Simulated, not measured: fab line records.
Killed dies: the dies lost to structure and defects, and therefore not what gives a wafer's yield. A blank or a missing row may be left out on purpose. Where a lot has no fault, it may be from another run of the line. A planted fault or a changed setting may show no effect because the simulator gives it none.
Which tool is to blame? + flow sky130 + 6 lots with 18 wafers sampled at 4 steps, on a route of 708 steps

## WHAT EACH GAUGE READ, for each wafer
SKY_VIA3_RS_MEAS_22: measures by four-point-probe.
| lot  | measured     | on            | VIA3_W_RS (ohm/sq)   |
|------|--------------|---------------|----------------------|
| L769 | day 39 17:19 | film metro-01 | 0.2967 0.2900 0.2925 |
| L777 | day 42 11:26 | film metro-02 | 0.2893 0.2950 0.2910 |
| L780 | day 43 04:56 | film metro-04 | 0.2951 0.2962 0.2962 |
| L786 | day 45 00:12 | film metro-01 | 0.2913 0.2930 0.2968 |
| L789 | day 46 05:30 | film metro-02 | 0.2969 0.2946 0.2966 |
| L790 | day 46 10:19 | film metro-04 | 0.2973 0.2934 0.2902 |

## WHICH TOOL RAN EACH LOT (tool, then ch and the chambers of the sampled wafers, then the start)
| lot  | SKY_METAL3_ETCH_16                | SKY_METAL3_METAL_ETCH_18          | SKY_VIA3_COAT_07                  |
|------|-----------------------------------|-----------------------------------|-----------------------------------|
| L769 | rie metal-04 ch 0,1, day 38 13:55 | rie metal-02 ch 1, day 38 14:05   | litho track-04 ch 0, day 39 03:00 |
| L777 | rie metal-04 ch 0,1, day 41 09:11 | rie metal-02 ch 1, day 41 09:23   | litho track-04 ch 0, day 41 22:00 |
| L780 | rie metal-03 ch 0,1, day 42 03:56 | rie metal-04 ch 0,1, day 42 04:05 | litho track-01 ch 0, day 42 16:00 |
| L786 | rie metal-04 ch 0,1, day 43 23:48 | rie metal-02 ch 0,1, day 43 23:55 | litho track-02 ch 0, day 44 12:00 |
| L789 | rie metal-02 ch 0, day 45 06:03   | rie metal-04 ch 0, day 45 06:10   | litho track-01 ch 0, day 45 16:00 |
| L790 | rie metal-03 ch 0,1, day 45 11:10 | rie metal-02 ch 0,1, day 45 11:17 | litho track-04 ch 0, day 45 22:00 |
- SKY_METAL3_ETCH_16: etches BARC in N2/H2, stops on SiO2, time 88.2 s, target depth 60 nm.
- SKY_METAL3_METAL_ETCH_18: etches the open film in Cl2/BCl3, stops on SiO2, target depth 845 nm, time 183.1 s.
- SKY_VIA3_COAT_07: resist thk 450 nm.

## THE ANSWER, worked out from the rows above alone
Rule: usual is defined by the lots themselves. Put in order of their means at a reading, lots are off if they are a third of the lots or fewer, leave a main group of 4 or more, and stand apart from it by a gap of 3 or more times the standard deviation of the main group's means; of several such gaps the widest counts. A main group is skipped when, at the precision printed for the reading in the tables above, its means are all equal. Also off: a lot with no number at a reading for which 4 or more lots have one. All remaining lots with rows at the step are treated as sound.
No lot is off at any reading shown: from this, nothing can be told.

## WHAT THE SIMULATOR HAD PUT IN
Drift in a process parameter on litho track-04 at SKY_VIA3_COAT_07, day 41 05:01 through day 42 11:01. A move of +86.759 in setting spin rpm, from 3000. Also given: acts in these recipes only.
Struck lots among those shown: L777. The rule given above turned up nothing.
